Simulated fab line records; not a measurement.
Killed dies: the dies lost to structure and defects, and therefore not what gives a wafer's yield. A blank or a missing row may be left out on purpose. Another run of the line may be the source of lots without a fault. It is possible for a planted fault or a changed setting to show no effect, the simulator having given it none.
8D (eight disciplines) problem report, filled in by code | flow sky130 | the parts of the form that need people (team, actions taken, sign-off) are left out

== 1. PROBLEM STATEMENT ==
Wafers free of any fault read 1640 (standard deviation 8.6) for RES_XHIGH_TW at SKY_RES_XHIGH_TW_MEAS_09, against a mean of 30 on 6 wafers of 2 lots. That is -99 or more standard deviations from the usual mean.
First seen on wafer L872.1, day 33 13:29, on film metro-03. Wafers with a number at this step in the record: 42, from 14 lots. By rule, "out" or "out of limits" means more than 4 standard deviations away from the usual mean. The other wafers with a number count as sound.

== 2. WHAT IT IS AND WHAT IT IS NOT ==
question                    | is                           | is not
which readings at this step | RES_XHIGH_TW                 | -
which lots                  | L871, L872                   | L852, L853, L854, L855, L856, L858, L860, L861, L862, L863, L864, L866
which wafers of those lots  | all that have a number       | -
read on which gauges        | film metro-01, film metro-03 | film metro-02
when                        | from day 33 13:29            | up to then (36 sound wafers)

== 3. SUSPECTS, AND WHAT RULES EACH OUT ==
Counting: any tool at a process step up to the reading is kept as a suspect provided that every lot that is out went through it and no sound lot did after the first of them.
- the gauge at SKY_RES_XHIGH_TW_MEAS_09: ruled out. 2 gauges (film metro-01, film metro-03) read the wafers that are out.
- litho track-02 at SKY_RES_XHIGH_DEVELOP_06 (develop time 60 s): kept. It processed each lot that is out, first L872 at day 33 13:05, and no sound lot thereafter; up to then, the last sound lot it processed was L863 at day 30 12:11.
The count leaves litho track-02 at SKY_RES_XHIGH_DEVELOP_06.

== 4. THE CAUSE (what the simulator had put in) ==
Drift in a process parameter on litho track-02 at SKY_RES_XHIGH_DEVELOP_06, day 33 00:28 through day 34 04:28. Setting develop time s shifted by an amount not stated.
This tool alone remained once counting was done.

== 5. SEQUENCE OF EFFECTS, ordered by route ==
Rows list readings where the struck wafers' mean (over those with a number) sits beyond 3 standard deviations from the usual. Only readings for which the record gives a usual standard deviation are gone through. hours: the time from each lot's start at the first step in this table that gives one to its start at this step, as a median over the lots. sigmas: the change in usual standard deviations.
hours | step                     | reading      | usual | on struck wafers | change | sigmas
0     | SKY_RES_XHIGH_TW_MEAS_09 | RES_XHIGH_TW | 1640  | 30               | -1610  | -99 or more
At these later measuring or inspecting steps, every struck wafer for which the step has a row has a number for every such reading, and none has moved that far: SKY_CONTACT_OVL_MEAS_15, SKY_VIA1_CD_MEAS_12.

== 6. HOW IT WOULD HAVE BEEN CAUGHT EARLIER ==
In this record the first reading out of limits at a measuring or inspecting step was taken at day 33 13:29, 13 hours after the fault began at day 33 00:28.
Of the lots that are out (2), L871 began SKY_RES_XHIGH_DEVELOP_06 on litho track-02 after day 33 13:29. Had the tool been put on hold then, it would have been spared.
